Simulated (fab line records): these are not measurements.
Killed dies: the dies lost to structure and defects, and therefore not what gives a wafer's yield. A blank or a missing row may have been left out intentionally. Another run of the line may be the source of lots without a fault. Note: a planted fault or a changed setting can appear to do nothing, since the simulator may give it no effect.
Which tool did it?	flow gf180mcu	6 lots with 18 wafers sampled at 4 steps, on a route of 602 steps

## WHAT EACH GAUGE READ, for each wafer
GF_PASSIVATION_THK_MEAS_01.
lot	measured	on	PASSIVATION_CVD_00_THK (nm)
L787	day 29 05:46	film-metro-02	1009 998 1015
L791	day 30 14:26	film-metro-04	988 1009 1010
L795	day 31 14:34	film-metro-01	994 989 1030
L799	day 32 13:00	film-metro-02	959 967 977
L804	day 33 22:06	film-metro-04	981 983 1009
L805	day 34 01:13	film-metro-04	982 1002 1007

## WHAT TOOL EACH LOT RAN ON (gives the tool, then ch and the chambers of the sampled wafers, and finally the start)
lot	GF_V5_ETCH_17	GF_V5_SPUTTER_21	GF_PASSIVATION_CVD_00
L787	rie-diel-04 ch 1,3, day 28 08:34 or earlier	pvd-sputter-03, day 28 08:34	pecvd-04 ch 0,1,2, day 29 05:40
L791	rie-diel-04 ch 0,1,3, day 29 17:49 or earlier	pvd-sputter-01, day 29 17:49	pecvd-04 ch 1,2, day 30 14:20
L795	rie-diel-03 ch 0,2, day 30 19:21 or earlier	pvd-sputter-02, day 30 19:21	pecvd-03 ch 0,2, day 31 14:30
L799	rie-diel-02 ch 0,2, day 31 19:36 or earlier	pvd-sputter-01, day 31 19:36	pecvd-03 ch 0,1, day 32 12:55
L804	rie-diel-02 ch 1,2,3, day 33 04:49 or earlier	pvd-sputter-02, day 33 04:49	pecvd-04 ch 0,1, day 33 22:02
L805	rie-diel-04 ch 1,2,3, day 33 07:06 or earlier	pvd-sputter-01, day 33 07:06	pecvd-04 ch 1,2, day 34 01:07
- GF_V5_ETCH_17: etches SiO2 in C4F8/O2/Ar, stops on TiN, target depth 855 nm.
- GF_V5_SPUTTER_21: material Ti, target thk 15 nm, time 80.02 s.
- GF_PASSIVATION_CVD_00: deposits SiO2 from TEOS, target thk 1000 nm, time 111.95 s.

## THE ANSWER, worked out from the rows above alone
Rule: the lots themselves supply what counts as usual. The widest of any qualifying gaps counts: lots, ordered by their means at a reading, are off when they make up no more than a third of the lots, leave a main group of 4 or more, and stand apart from it by 3 or more times the standard deviation of that group's means. A main group is skipped when, at the precision printed for the reading in the tables above, its means are all equal. Also off: a lot with no number at a reading for which 4 or more lots have one. Where the step has rows for the other lots, those lots are counted as sound.
Off: L799, at GF_PASSIVATION_THK_MEAS_01 (PASSIVATION_CVD_00_THK). Main group: mean 1000 nm, sd 5.8.
A tool fits if, at a process step before that reading, it ran every lot that is off, and no sound lot after the first of them. Those tools and the gauges at GF_PASSIVATION_THK_MEAS_01 are tried in the same way. GF_V5_ETCH_17 gives no start for some lots, so the hours and the order of its lots are those of GF_V5_SPUTTER_21. Can't be told from this: 2 tools fit, pecvd-03 at GF_PASSIVATION_CVD_00, film-metro-02 at GF_PASSIVATION_THK_MEAS_01.

## WHAT THE SIMULATOR HAD PUT IN
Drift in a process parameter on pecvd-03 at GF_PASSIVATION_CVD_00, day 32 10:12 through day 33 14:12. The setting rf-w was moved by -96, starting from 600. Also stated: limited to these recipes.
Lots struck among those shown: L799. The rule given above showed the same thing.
